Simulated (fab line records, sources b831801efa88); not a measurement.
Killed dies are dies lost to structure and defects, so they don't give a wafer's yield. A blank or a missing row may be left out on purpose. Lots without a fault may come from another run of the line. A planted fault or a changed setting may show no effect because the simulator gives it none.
fab line records | flow sky130
record lots=11 wafers=33 last_day=50
route steps=708 shown SONOS_TUNNEL@158 LI_CONTACT@376 LOCAL_INTERCONNECT@400 PAD_OPEN@708
lots that met no fault: from a run of the same line without faults
start_h: hours from the record's first day to the start of the lot's first wafer shown | wait_h: hours since the lot's step before | " the same as in the row above | L1.1+2: a row that stands for several wafers | - no value, or no start given | * or withheld: withheld | < > ~ a bound
route shown NAME@n: a module of which the file shows steps, and the number in the route of the first | usual: mean/standard deviation of fault-free wafers | same: alike in all rows | chamber/n: place in a boat | sites: the reading at each site | _std_site: their standard deviation | _edge_site: outer sites' mean less inner sites' | radius_mm: how far each site lies from the wafer's centre | mask NAME#n: copy n | behind: the tool/chamber that last shaped the wafer | hold: why the lot was held/for how many hours/how that ended | device: the transistor (n, p or np) that didn't switch | end of line: the same wafers' tests at the end of the route | a step without rows: its recipe alone | killed: dies lost to structure and defects at the first sort, not the wafer's yield | map: a wafer's dies, x killed, . not, _ none there
set.NAME: the setting as run; set.NAME@STEP: as run at that earlier step | model.NAME: the simulator's own value behind a step, which no gauge read
steps of the route over a sample of lots; a table a step, a row a wafer
services: from which hour (start_h, from the record's first day; less than 0 if before it) a tool's chamber was out of use, for how many hours, and why
## steps
# step SKY_SONOS_TUNNEL_EXPOSE_04
# recipe mask_id=TUNM na=0.6 source_shape=conventional sigma_outer=0.6 polarization=unpolarized target_cd_nm=410 dose_mj=136
# usual exposure_dose_mJ_cm2=136.03/0.12
# columns lot.wafer tool chamber start_h wait_h mask exposure_dose_mJ_cm2
L674.1 iline_stepper-02 0 259.28 - TUNM#0 135.98
L674.3 " 0 " " TUNM#0 135.99
L674.4 " 0 " " TUNM#0 136.04
L675.3 iline_stepper-01 0 277.59 - TUNM#0 136.00
L675.4 " 0 " " TUNM#0 136.07
L675.6 " 0 " " TUNM#0 136.01
L678.3 iline_stepper-01 0 286.52 - TUNM#0 136.19
L678.4 " 0 " " TUNM#0 136.10
L678.6 " 0 " " TUNM#0 136.13
L679.3 iline_stepper-01 0 305.39 - TUNM#0 136.22
L679.4 " 0 " " TUNM#0 136.15
L679.6 " 0 " " TUNM#0 136.12
L682.1 iline_stepper-02 0 310.83 - TUNM#0 135.87
L682.4 " 0 " " TUNM#0 136.16
L682.5 " 0 " " TUNM#0 135.93
L683.3 iline_stepper-01 0 338.57 - TUNM#0 135.93
L683.4 " 0 " " TUNM#0 135.97
L683.6 " 0 " " TUNM#0 136.10
L684.3 iline_stepper-01 0 338.92 - TUNM#0 136.12
L684.5 " 0 " " TUNM#0 135.98
L684.6 " 0 " " TUNM#0 136.07
L685.1 iline_stepper-02 0 340.55 - TUNM#0 135.93
L685.2 " 0 " " TUNM#0 136.05
L685.5 " 0 " " TUNM#0 136.15
L688.1 iline_stepper-01 0 368.48 - TUNM#0 102.90
L688.2 " 0 " " TUNM#0 103.05
L688.4 " 0 " " TUNM#0 102.97
L690.1 iline_stepper-01 0 393.96 - TUNM#0 109.60
L690.3 " 0 " " TUNM#0 109.55
L690.5 " 0 " " TUNM#0 109.56
L694.1 iline_stepper-02 0 430.80 - TUNM#0 136.03
L694.2 " 0 " " TUNM#0 136.12
L694.4 " 0 " " TUNM#0 136.07
# step SKY_SONOS_TUNNEL_CD_MEAS_07
# recipe target_cd_nm=410
# usual cd_nm=409.9/2.1
# columns lot.wafer tool chamber start_h wait_h cd_nm
L674.1 cd_sem-01 - 271.05 0.1 410.7
L674.3 " - " " 409.4
L674.4 " - " " 409.6
L675.3 cd_sem-01 - 289.37 0.1 409.5
L675.4 " - " " 408.8
L675.6 " - " " 408.3
L678.3 cd_sem-01 - 299.47 0.1 413.1
L678.4 " - " " 414.4
L678.6 " - " " 411.5
L679.3 cd_sem-01 - 318.42 0.1 409.6
L679.4 " - " " 410.1
L679.6 " - " " 411.2
L682.1 cd_sem-02 - 324.33 0.1 409.3
L682.4 " - " " 409.4
L682.5 " - " " 409.5
L683.3 cd_sem-02 - 352.44 0.1 407.5
L683.4 " - " " 405.5
L683.6 " - " " 405.3
L684.3 cd_sem-01 - 352.52 0.1 412.9
L684.5 " - " " 409.9
L684.6 " - " " 410.5
L685.1 cd_sem-01 - 354.73 0.1 406.6
L685.2 " - " " 410.9
L685.5 " - " " 409.9
L688.1 cd_sem-02 - 382.73 0.1 330.9
L688.2 " - " " 328.7
L688.4 " - " " 328.5
L690.1 cd_sem-01 - 408.31 0.2 347.9
L690.3 " - " " 348.3
L690.5 " - " " 346.6
L694.1 cd_sem-01 - 446.25 0.1 413.7
L694.2 " - " " 415.0
L694.4 " - " " 411.5
# step SKY_LI_CONTACT_ETCH_14
# recipe chemistry=N2/H2 target=BARC ion_energy_ev=200 source_w=500 bias_w=100 pressure_mtorr=30 n2_flow_sccm=100 h2_flow_sccm=200 stop_on=SiO2 time_s=45.9 target_depth_a=600
# usual drypump_motor_current_A=5.5/0.45 n2_flow_sccm=100.02/0.29 oes_product_au=0.855/0.0043 throttle_valve_pct=13.223/0.0086
# columns lot.wafer tool chamber start_h wait_h drypump_motor_current_A n2_flow_sccm oes_product_au rf_hours_counter_h throttle_valve_pct
L674.1 rie_diel-01 0 702.59 0.0 5.8 99.71 0.853 2 13.225
L674.3 " 2 " " 5.8 99.73 0.853 17 13.208
L674.4 " 1 " " 5.1 100.23 0.859 41 13.219
L675.3 rie_diel-01 0 716.60 0.0 5.8 100.00 0.844 2 13.223
L675.4 " 3 " " 5.9 99.93 0.852 - 13.225
L675.6 " 1 " " 5.1 99.93 0.851 - 13.212
L678.3 rie_diel-01 1 734.15 0.0 5.1 99.51 0.862 42 13.228
L678.4 " 3 " " 5.9 99.55 0.854 11 13.232
L678.6 " 0 " " 5.8 99.54 0.859 - 13.211
L679.3 rie_diel-04 0 755.01 0.0 5.9 100.40 0.848 12 13.232
L679.4 " 3 " " 6.3 100.09 0.855 14 13.230
L679.6 " 2 " " 5.8 100.31 0.860 - 13.231
L682.1 rie_diel-04 0 761.64 0.0 5.9 100.14 0.858 12 13.220
L682.4 " 3 " " 6.2 99.41 0.852 14 13.225
L682.5 " 3 " " 6.3 99.49 0.849 - 13.237
L683.3 rie_diel-03 3 782.86 0.0 5.3 100.13 0.844 13 13.226
L683.4 " 0 " " 4.9 100.32 0.852 3 13.216
L683.6 " 1 " " 5.9 100.14 0.854 - 13.231
L684.3 rie_diel-01 0 783.64 0.0 5.9 100.11 0.850 4 13.219
L684.5 " 0 " " 5.9 100.03 0.854 - 13.222
L684.6 " 3 " " 5.8 100.29 0.857 - 13.224
L685.1 rie_diel-01 3 789.61 0.0 5.9 100.36 0.865 13 13.235
L685.2 " 0 " " 5.8 100.11 0.854 5 13.202
L685.5 " 0 " " 5.9 99.94 0.860 - 13.232
L688.1 rie_diel-03 3 810.90 0.0 5.3 99.88 0.849 13 13.219
L688.2 " 2 " " 5.1 99.58 0.855 23 13.217
L688.4 " 3 " " 5.3 100.25 0.852 - 13.240
L690.1 rie_diel-03 2 831.76 0.0 5.1 100.35 0.851 23 13.204
L690.3 " 1 " " 5.9 99.65 0.852 0 13.221
L690.5 " 3 " " 5.3 99.76 0.857 - 13.226
L694.1 rie_diel-01 3 869.86 0.0 5.9 100.01 0.848 16 13.196
L694.2 " 0 " " 5.8 100.12 0.858 8 13.221
L694.4 " 1 " " 5.1 100.44 0.854 2 13.211
# step SKY_LI_CONTACT_CMP_24
# recipe stop_on=PSG t_overpolish_s=20 down_force_psi=3.5 platen_rpm=60 target_thk_nm=0 pad_velocity_m_s=0.94248
# usual motor_current_A=10.9/1.2 overpolish_run_s=20.000/0.0089 slurry_flow_ml_min=150.1/0.45 time_to_endpoint_s=97/4.2
# columns lot.wafer tool chamber start_h wait_h motor_current_A overpolish_run_s slurry_flow_ml_min time_to_endpoint_s
L674.4 cmp-02 2 703.47 0.0 12.3 20.001 150.5 95
L674.1 " 3 " " 11.5 20.008 150.6 98
L674.3 " 0 " " 9.5 20.006 150.8 94
L675.4 cmp-02 2 717.46 0.0 12.6 19.992 150.9 98
L675.3 " 3 " " 11.3 19.993 151.4 92
L675.6 " 2 " " 11.8 19.991 150.3 96
L678.3 cmp-01 3 735.24 0.2 11.8 19.994 150.5 99
L678.4 " 1 " " 10.7 20.003 149.3 106
L678.6 " 2 " " 9.5 20.004 150.1 96
L679.3 cmp-02 2 755.97 0.1 12.4 19.981 150.3 98
L679.4 " 3 " " 12.2 20.002 149.7 97
L679.6 " 1 " " 10.9 20.000 150.1 95
L682.4 cmp-01 0 762.60 0.1 9.7 19.990 151.2 98
L682.1 " 1 " " 11.0 20.009 149.6 107
L682.5 " 3 " " 12.1 20.027 150.4 100
L683.4 cmp-01 2 783.74 0.0 9.2 20.002 149.6 102
L683.3 " 3 " " 11.4 19.995 149.3 100
L683.6 " 3 " " 12.5 19.988 150.6 99
L684.3 cmp-01 3 784.55 0.1 12.4 20.005 149.8 102
L684.5 " 2 " " 8.4 19.998 150.5 95
L684.6 " 3 " " 12.2 20.001 150.1 101
L685.2 cmp-02 1 790.52 0.1 10.6 19.999 150.7 96
L685.1 " 2 " " 12.7 19.993 150.1 100
L685.5 " 0 " " 10.6 19.992 149.4 97
L688.2 cmp-02 2 811.76 0.0 12.8 19.998 150.8 93
L688.4 " 3 " " 11.5 19.992 150.4 96
L688.1 " 0 " " 10.0 19.984 150.0 93
L690.3 cmp-01 2 832.66 0.0 9.3 19.996 150.7 94
L690.1 " 3 " " 12.4 20.003 150.9 98
L690.5 " 2 " " 9.2 19.999 150.0 97
L694.2 cmp-02 1 870.74 0.0 10.9 20.013 148.8 90
L694.1 " 2 " " 12.1 19.998 150.7 96
L694.4 " 3 " " 11.2 20.010 150.3 93
# step SKY_LOCAL_INTERCONNECT_ETCH_13
# recipe chemistry=N2/H2 target=BARC ion_energy_ev=200 bias_w=100 pressure_mtorr=30 n2_flow_sccm=100 h2_flow_sccm=200 icp_w=500 stop_on=SiO2 time_s=45.9 target_depth_a=600
# usual drypump_motor_current_A=5.61/0.26 n2_flow_sccm=100.01/0.29 oes_product_au=0.854/0.0047 throttle_valve_pct=13.225/0.0094
# columns lot.wafer tool chamber start_h wait_h drypump_motor_current_A n2_flow_sccm oes_product_au rf_hours_counter_h throttle_valve_pct
L674.1 rie_metal-01 1 732.06 0.0 5.12 100.18 0.850 3 13.227
L674.3 " 0 " " 6.06 99.91 0.848 - 13.220
L674.4 " 1 " " 5.12 100.63 0.853 - 13.228
L675.3 rie_metal-01 0 745.32 0.0 6.05 100.70 0.853 - 13.220
L675.4 " 1 " " 5.13 100.12 0.854 - 13.220
L675.6 " 0 " " 6.05 100.78 0.849 - 13.231
L678.3 rie_metal-01 0 763.08 0.0 6.01 99.54 0.851 - 13.228
L678.4 " 1 " " 5.11 100.00 0.852 - 13.219
L678.6 " 1 " " 5.13 99.70 0.853 - 13.234
L679.3 rie_metal-03 1 783.87 0.0 5.84 99.92 0.862 - 13.224
L679.4 " 0 " " 5.70 99.74 0.853 - 13.222
L679.6 " 0 " " 5.69 99.96 0.854 - 13.217
L682.1 rie_metal-03 1 789.60 0.0 5.84 99.60 0.852 13 13.221
L682.4 " 1 " " 5.82 99.91 0.849 - 13.217
L682.5 " 0 " " 5.70 99.98 0.855 - 13.209
L683.3 rie_metal-01 1 811.31 0.0 5.13 99.76 0.851 - 13.232
L683.4 " 0 " " 6.02 99.68 0.856 - 13.224
L683.6 " 1 " " 5.12 99.49 0.851 - 13.217
L684.3 rie_metal-02 0 812.07 0.0 5.47 100.08 0.859 - 13.221
L684.5 " 1 " " 5.55 100.34 0.852 - 13.231
L684.6 " 0 " " 5.47 100.42 0.851 - 13.211
L685.1 rie_metal-03 1 818.01 0.0 5.79 100.24 0.850 15 13.218
L685.2 " 0 " " 5.68 100.03 0.858 11 13.232
L685.5 " 1 " " 5.80 100.38 0.856 - 13.221
L688.1 rie_metal-02 0 838.04 0.0 5.46 100.35 0.865 13 13.216
L688.2 " 1 " " 5.52 100.19 0.856 6 13.230
L688.4 " 1 " " 5.49 99.92 0.855 - 13.225
L690.1 rie_metal-02 0 859.49 0.0 5.45 100.20 0.849 14 13.224
L690.3 " 0 " " 5.48 100.14 0.859 - 13.227
L690.5 " 0 " " 5.47 100.29 0.852 - 13.213
L694.1 rie_metal-03 0 896.90 0.0 5.66 100.01 0.865 15 13.217
L694.2 " 0 " " 5.66 100.33 0.855 - 13.224
L694.4 " 0 " " 5.64 100.28 0.853 - 13.230
# step SKY_PAD_OPEN_PROBE_99
# usual killed_at_M0_to_M3=43/6.4 killed_at_M4_up=3.1/2 killed_at_contacts=24/5.2 killed_at_front_end=15/4.3 killed_at_other=0.2/0.48 killed_dies=85/9.7 killed_open=47/6.9 killed_short=38/6.7
# same gross_dies=492 killed_at_back_side=0
# columns lot.wafer tool chamber start_h wait_h killed_at_M0_to_M3 killed_at_M4_up killed_at_contacts killed_at_front_end killed_at_other killed_dies killed_open killed_short
L684.3 prober-01 - 1161.09 0.2 31 3 30 21 0 85 44 41
L684.5 prober-01 - 1161.19 0.2 42 3 24 17 1 87 43 44
L684.6 prober-01 - 1161.24 0.2 52 1 18 21 0 92 47 45
# killed by level:class
L684.3 CONTACT:geometric_particle:open=10 LI_CONTACT:geometric_particle:open=7 CONTACT:geometric_particle:short=7 VIA1:geometric_particle:open=6 POLY_GATE:geometric_particle:short=6 POLY_GATE:geometric_particle:open=5 LI_CONTACT:geometric_particle:short=4 VIA2:geometric_particle:open=4
L684.5 VIA1:geometric_particle:open=9 LI_CONTACT:geometric_particle:open=8 FIELD_ISO:geometric_particle:short=7 VIA2:geometric_particle:open=7 CONTACT:geometric_particle:open=6 CONTACT:geometric_particle:short=6 VIA1:geometric_particle:short=6 POLY_GATE:geometric_particle:open=5
L684.6 VIA1:geometric_particle:open=10 VIA1:geometric_particle:short=7 METAL2:geometric_particle:short=7 VIA3:geometric_particle:open=6 POLY_GATE:geometric_particle:open=6 CONTACT:geometric_particle:open=6 FIELD_ISO:geometric_particle:open=5 CONTACT:geometric_particle:short=5
## services
# columns tool chamber start_h hours kind
rie_diel-01 1 282.25 13.5 repair
cmp-02 - 308.05 20.7 repair
iline_stepper-01 - 341.95 1.7 pm
cmp-02 - 341.97 12.5 repair
iline_stepper-01 - 351.97 2.1 pm
rie_diel-01 0 372.36 3.3 repair
cmp-02 - 403.15 4.8 repair
cmp-02 - 414.91 8.3 pm
iline_stepper-01 - 452.74 4.4 pm
cmp-02 - 518.81 1.2 repair
rie_diel-01 3 536.87 5.9 repair
iline_stepper-01 - 560.13 1.7 pm
rie_diel-01 - 562.21 2.4 repair
cmp-02 - 572.41 4.0 pm
cmp-02 - 576.19 0.9 repair
iline_stepper-01 - 576.82 2.4 repair
rie_diel-01 3 584.44 4.2 repair
rie_diel-01 0 596.12 3.9 repair
cmp-02 - 607.42 7.0 pm
rie_diel-01 2 713.40 5.1 repair
iline_stepper-01 - 720.20 0.7 repair
iline_stepper-01 - 733.87 1.8 repair
iline_stepper-01 - 778.31 1.7 pm
iline_stepper-01 - 894.56 2.3 repair
## key
first_sign step=SKY_SONOS_TUNNEL_EXPOSE_04 reading=exposure_dose_mJ_cm2 direction=down sigmas=99+ usual=* struck=*
effect step=SKY_SONOS_TUNNEL_CD_MEAS_07 reading=cd_nm direction=down sigmas=34 usual=409.9 struck=338.5 through=control_loop
met_at SKY_SONOS_TUNNEL_EXPOSE_04
struck_lots L688,L690
tester_left_out L688,L690
loop_trim step=SKY_SONOS_TUNNEL_EXPOSE_04 setting=dose lots=L690
not_acting_at SKY_LI_CONTACT_ETCH_14,SKY_LI_CONTACT_CMP_24,SKY_LOCAL_INTERCONNECT_ETCH_13
onset_between 338.92 368.48
fault kind=process_parameter_drift tool=iline_stepper-01 chamber=- onset_h=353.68 steps=SKY_SONOS_TUNNEL_EXPOSE_04 channel=dose_mj offset=-32.891 shape=step acts_in=these_recipes_only stated=136
# tester_left_out: of these lots the tester's yield and bins aren't shown, on N5 and GAA mostly nor the transistor test; their killed dies are dies lost to structure and defects alone, not to doping, threshold or leakage, so they don't give the yield
# loop_trim: a control loop set the setting to another value than it would have without faults
